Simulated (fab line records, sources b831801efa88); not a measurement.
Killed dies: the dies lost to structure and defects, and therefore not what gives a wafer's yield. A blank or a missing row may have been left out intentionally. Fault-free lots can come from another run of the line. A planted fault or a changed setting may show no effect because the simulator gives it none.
Problem report in the 8D (eight disciplines) form, filled by code || flow sky130 || the parts of the form that need people (team, actions taken, sign-off) are left out

1. THE ISSUE
Mean of oes product au at SKY_POLY_CUT_ETCH_11: 0.927 a.u. across 2 wafers in 2 lots; on wafers with no fault it is 0.828 a.u. (standard deviation 0.0061). That is +16 standard deviations from the usual mean.
The step: etches Si3N4 in CF4/CH2F2/Ar, stops on poly-Si, time 42.5 s, target depth 60 nm.
First observed at day 24 15:02: wafer L254.1, on rie diel-03. At this step, 33 wafers from 11 lots have a number in the record. Rule for "out", or "out of limits": more than 4 standard deviations from the usual mean. Any other wafer with a number is counted as sound.

2. WHAT IT IS, AND WHAT IT ISN'T
{"question": "which readings at this step", "is": "oes product au, run length s", "is not": "cf4 flow sccm, drypump motor current A, throttle valve pct"}
{"question": "which lots", "is": "L254, L255", "is not": "L245, L246, L248, L249, L256, L263, L264, L265, L266"}
{"question": "which wafers of those lots", "is": "L254.1, L255.2", "is not": "L254.2, L254.4, L255.4, L255.5"}
{"question": "read on which tools", "is": "rie diel-03", "is not": "rie diel-02, rie diel-04"}
{"question": "when", "is": "from day 24 15:02", "is not": "up to then (14 sound wafers); but 17 sound wafers of L255, L256, L263, L264, L265, L266 came after"}

3. SUSPECTS, AND WHAT RULES EACH OUT
Counting: if a tool at a process step up to the reading ran every lot that is out, it stays a suspect. Sound lots after the first of them don't rule it out here, since some wafers of a struck lot are sound.
- rie diel-03 at SKY_POLY_CUT_ETCH_11 (etches Si3N4 in CF4/CH2F2/Ar, stops on poly-Si, time 42.5 s, target depth 60 nm): kept. It ran every lot that is out, first L254 (day 24 15:02). Out on those wafers are its own readings of oes product au, run length s.
- At SKY_POLY_CUT_ETCH_11, inside rie diel-03: chamber 2 took the wafers that are out, while their sound lot-mates went through chambers 0, 1, 3.
Left after counting: rie diel-03 at SKY_POLY_CUT_ETCH_11.

4. THE CAUSE (what the simulator had put in)
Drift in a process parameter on rie diel-03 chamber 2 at SKY_POLY_CUT_ETCH_11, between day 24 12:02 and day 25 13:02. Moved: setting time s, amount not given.
Only this tool survived the counting.

5. THE EFFECT CHAIN, in route order
Each row: a reading where the mean over the struck wafers with a number is more than 3 standard deviations away from the usual. Only readings for which the record gives a usual standard deviation are gone through. hours: the time from each lot's start at the first step in this table that gives one to its start at this step, as a median over the lots. sigmas: the change in usual standard deviations.
{"hours": 0, "step": "SKY_POLY_CUT_ETCH_11", "reading": "oes product au", "usual": "0.828 a.u.", "on struck wafers": 0.927, "change": "+0.099", "sigmas": "+16"}
{"hours": 0, "step": "SKY_POLY_CUT_ETCH_11", "reading": "run length s", "usual": "70.7 s", "on struck wafers": 65.7, "change": -5.0, "sigmas": -9.9}
Its process steps:
- SKY_POLY_CUT_ETCH_11: etches Si3N4 in CF4/CH2F2/Ar, stops on poly-Si, time 42.5 s, target depth 60 nm.
Readings that are blank on the struck wafers while sound wafers have them: rf fwd power W at SKY_POLY_CUT_ETCH_11.
Later steps that measure or inspect, where all struck wafers having a row at the step show a number for every such reading and not one has moved that far: SKY_CONTACT_THK_MEAS_03.

6. HOW IT WOULD HAVE BEEN CAUGHT EARLIER
First out-of-limits reading in this record: day 24 15:02, which is 3 hours after fault onset at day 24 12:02.
